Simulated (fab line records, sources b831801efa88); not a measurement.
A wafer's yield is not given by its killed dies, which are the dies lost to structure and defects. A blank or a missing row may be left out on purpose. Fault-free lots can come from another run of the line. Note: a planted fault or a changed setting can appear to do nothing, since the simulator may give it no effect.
A struck lot beside a sound one	flow sky130	17 steps out of a route of 708
Sound: the wafers L169.3, L169.4, L169.6. Struck: wafers L184.2, L184.4 (left out: L184.6, a lot-mate that was not struck); the cause follows at the end.
For every step that has rows: the tool of each side, followed by ch and its chambers, followed by its first start. Under that, the readings that differ: sound wafers	struck wafers	difference of the means	sigmas: that difference in standard deviations of wafers without a fault.
alike: same words and numbers on both sides, and readings whose means sit less than 2 such deviations apart. not compared: any withheld reading, any reading some wafer has no value for, any bound like >300 that may hide the same value, and any number with overlapping values for which the record gives no deviation.
The two part at a step that has a row with sigmas, a row that says differs or no value, or rows on one side only. Non-overlapping numbers with no deviation appear without sigmas and do not part them. Lack of a reading on every wafer of one side parts them only where that side has two or more wafers.

first, 2 steps without rows for these wafers: SKY_CONTACT_PEB_12; SKY_CONTACT_DEVELOP_13 (develop time 60 s).
SKY_CONTACT_CD_MEAS_14: the cd target is 170 nm.
  sound: cd_sem-02 at day 33 02:11; struck: cd_sem-02 at day 38 04:58
  alike: cd_nm
SKY_CONTACT_OVL_MEAS_15:
  sound: overlay-01 at day 33 02:16; struck: overlay-01 at day 38 05:04
  alike: CONTACT_OVL
SKY_CONTACT_ETCH_16: etches BARC in N2/H2, stops on SiO2, time 45.9 s, target depth 60 nm.
  sound on rie_diel-01 ch 1,2,3, day 33 02:17; struck on rie_diel-01 ch 0,3, day 38 05:06
  alike: drypump_motor_current_A, oes_product_au, throttle_valve_pct
  not compared: rf_hours_counter_h
then, 1 step without rows for these wafers: SKY_CONTACT_ETCH_17 (etches SiO2 in C4F8/O2/Ar, stops on Si3N4, target depth 340 nm).
SKY_CONTACT_ETCH_18: etches Si3N4 in CHF3/O2, stops on TiN, time 39 s, target depth 75 nm.
  sound: rie_diel-01 ch 1,2,3; struck: rie_diel-01 ch 0,3
  alike: drypump_motor_current_A, oes_product_au, throttle_valve_pct
  not compared: rf_hours_counter_h
SKY_CONTACT_STRIP_19: strips in O2/N2.
  sound on plasma_asher-02 ch 0,1, day 33 02:28; struck on plasma_asher-01 ch 1, day 38 05:14
  alike: drypump_motor_current_A, oes_product_au, strip_time_to_endpoint_s
  not compared: rf_hours_counter_h
then, 3 steps without rows for these wafers: SKY_CONTACT_STRIP_20 (strips in post etch residue remover, time 1200 s); SKY_CONTACT_CLEAN_21 (cleans in IPA, time 180 s); SKY_CONTACT_CLEAN_22 (cleans in O3/DIW).
SKY_CONTACT_SPUTTER_23: material TiN, target thk 20 nm, time 80 s.
  sound: pvd_sputter-01 at day 33 03:02; struck: pvd_sputter-01 at day 38 05:50
  alike: cathode_dc_power_W, throttle_valve_pct
SKY_CONTACT_CVD_24: deposits W, target thk 340 nm, time 102.12 s.
  sound on cvd_w-02 ch 0,1, day 33 03:08; struck on cvd_w-02 ch 0, day 38 05:53
reading	sound	struck	difference	sigmas
model.W_of_CONTACT_CVD_24.thk_nm (nm)	338.9 335.2 334.4	457.7 456.8	+121.1	
  alike: heater_power_w
SKY_CONTACT_RS_MEAS_25: measurement is done with a four-point probe.
  sound: film_metro-02 at day 33 03:14; struck: film_metro-04 at day 38 06:01
reading	sound	struck	difference	sigmas
CONTACT_W_RS (ohm/sq)	0.3381 0.3425 0.3430	0.2511 0.2512	-0.0901	-30
SKY_CONTACT_THK_MEAS_26: measures by xrf.
  sound: film_metro-02 at day 33 03:20; struck: film_metro-04 at day 38 06:08
reading	sound	struck	difference	sigmas
CONTACT_W_THK (nm)	330 328 326	454 452	+125	+22
SKY_CONTACT_CMP_27: polishes, stops on SiO2, t overpolish 15 s, target thk 0 nm.
  sound on cmp-02 ch 1,2,3, day 33 03:29; struck on cmp-01 ch 1,2, day 38 06:17
reading	sound	struck	difference	sigmas
time_to_endpoint_s (s)	80 72 77	106 110	+32	+7
  alike: head_pressure_psi, motor_current_A
SKY_METAL1_SPUTTER_00: material Ti, target thk 15 nm, time 10 s.
  sound: pvd_sputter-03 at day 33 03:41; struck: pvd_sputter-02 at day 38 06:29
  alike: cathode_dc_power_W, throttle_valve_pct

## WHERE THEY PART
First at SKY_CONTACT_RS_MEAS_25; last, within this record, at SKY_CONTACT_CMP_27. Later steps at which nothing parts them and some readings are alike: SKY_METAL1_SPUTTER_00.

WHY: the cause the simulator had injected
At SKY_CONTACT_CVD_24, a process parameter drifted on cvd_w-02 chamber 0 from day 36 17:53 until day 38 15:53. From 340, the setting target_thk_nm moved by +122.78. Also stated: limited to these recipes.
